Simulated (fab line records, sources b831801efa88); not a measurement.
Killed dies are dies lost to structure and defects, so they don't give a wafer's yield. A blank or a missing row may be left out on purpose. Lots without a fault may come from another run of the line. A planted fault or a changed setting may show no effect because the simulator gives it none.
Which tool did it? | flow sky130 | 7 lots, 21 wafers sampled, at 1 step of a route of 708

WHAT THE GAUGES READ, wafer by wafer
SKY_VT_ADJUST_PCH_TW_MEAS_10.
lot  | measured     | on            | VT_ADJUST_PCH_TW
L383 | day 11 03:34 | film_metro-03 | 140.6 140.8 141.4
L385 | day 11 16:23 | film_metro-03 | 141.3 141.1 140.6
L388 | day 12 16:07 | film_metro-03 | 141.6 141.7 141.6
L390 | day 13 09:25 | film_metro-03 | 141.6 141.7 141.4
L392 | day 14 02:43 | film_metro-01 | 143.3 143.0 143.4
L398 | day 16 07:29 | film_metro-02 | 143.9 144.8 145.1
L405 | day 18 05:37 | film_metro-02 | 143.5 143.9 143.5

WHICH TOOL RAN EACH LOT (tool, then ch and the chambers of the sampled wafers, then the start)
The record holds no process step before these readings.

THE ANSWER, worked out from the rows above alone
Rule: what is usual is taken from the lots themselves. Put in order of their means at a reading, lots are off if they are a third of the lots or fewer, leave a main group of 4 or more, and stand apart from it by a gap of 3 or more times the standard deviation of the main group's means; of several such gaps the widest counts. A main group whose means are all the same, to the digits that the tables above print for the reading, isn't used. A lot without any number at a reading at which 4 lots or more have one is off too. The other lots that the step has rows for count as sound.
No lot is off at any reading shown: from this, nothing can be told.

WHAT THE SIMULATOR HAD PUT IN
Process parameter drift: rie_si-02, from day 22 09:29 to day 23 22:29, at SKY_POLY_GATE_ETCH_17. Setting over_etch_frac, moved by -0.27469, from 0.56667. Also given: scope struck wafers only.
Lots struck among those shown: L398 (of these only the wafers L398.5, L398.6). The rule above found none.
